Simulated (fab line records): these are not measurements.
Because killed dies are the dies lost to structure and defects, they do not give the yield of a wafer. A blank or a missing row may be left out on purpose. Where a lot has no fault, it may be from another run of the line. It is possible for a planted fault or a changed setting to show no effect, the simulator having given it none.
Matching of chambers + flow sky130 + cmp-02 running SKY_CONTACT_CMP_27: 4 sister chambers
The step polishes, stops on SiO2, t overpolish 15 s, target thk 0 nm. 8 wafers are shown with their chamber, then 7 later ones without.

== WAFERS, EACH WITH ITS CHAMBER ==
| wafer  | chamber | motor-current-A (A) | time-to-endpoint-s (s) |
|--------|---------|---------------------|------------------------|
| L842.1 | 3       | 11.9                | 83                     |
| L845.4 | 0       | 10.2                | 81                     |
| L845.5 | 0       | 9.2                 | 83                     |
| L848.2 | 2       | 12.2                | 82                     |
| L848.4 | 1       | 10.5                | 77                     |
| L848.6 | 1       | 10.8                | 78                     |
| L847.2 | 2       | 12.5                | 80                     |
| L847.5 | 3       | 11.2                | 78                     |

== WAFERS WHOSE CHAMBER IS MISSING ==
| wafer  | motor-current-A (A) | time-to-endpoint-s (s) |
|--------|---------------------|------------------------|
| L847.6 | 9.6                 | 82                     |
| L849.1 | 9.2                 | 81                     |
| L849.2 | 12.5                | 81                     |
| L849.4 | 12.0                | 80                     |
| L864.1 | 12.8                | 87                     |
| L864.3 | 9.7                 | 87                     |
| L864.5 | 12.8                | 85                     |

== CHAMBER TAKEN BY EACH ==
| wafer  | from the rows above     | in truth |
|--------|-------------------------|----------|
| L847.6 | 0                       | 0        |
| L849.1 | 0                       | 0        |
| L849.2 | can't be placed: 2 or 3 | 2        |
| L849.4 | can't be placed: 2 or 3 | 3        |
| L864.1 | can't be placed: 2 or 3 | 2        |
| L864.3 | 0                       | 0        |
| L864.5 | can't be placed: 2 or 3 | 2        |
3 of 7 placed correctly. Can't be placed from these rows: 4 (the true chamber is among the candidates in 4). Wrongly placed: 0.
How it was worked out, from the rows above alone: a wafer's distance from a chamber is the root of the sum, over the readings, of the square of ((its reading less the chamber's mean) divided by the reading's scatter). If the next closest chamber is less than 2 further off than the closest, the wafer can't be placed; otherwise it belongs to the closest. A chamber's mean is the mean of its shown wafers. How the scatter is found: for the shown wafers, subtract from each reading the mean of its chamber, square and add these, divide the total by (wafers less chambers), then take the root.
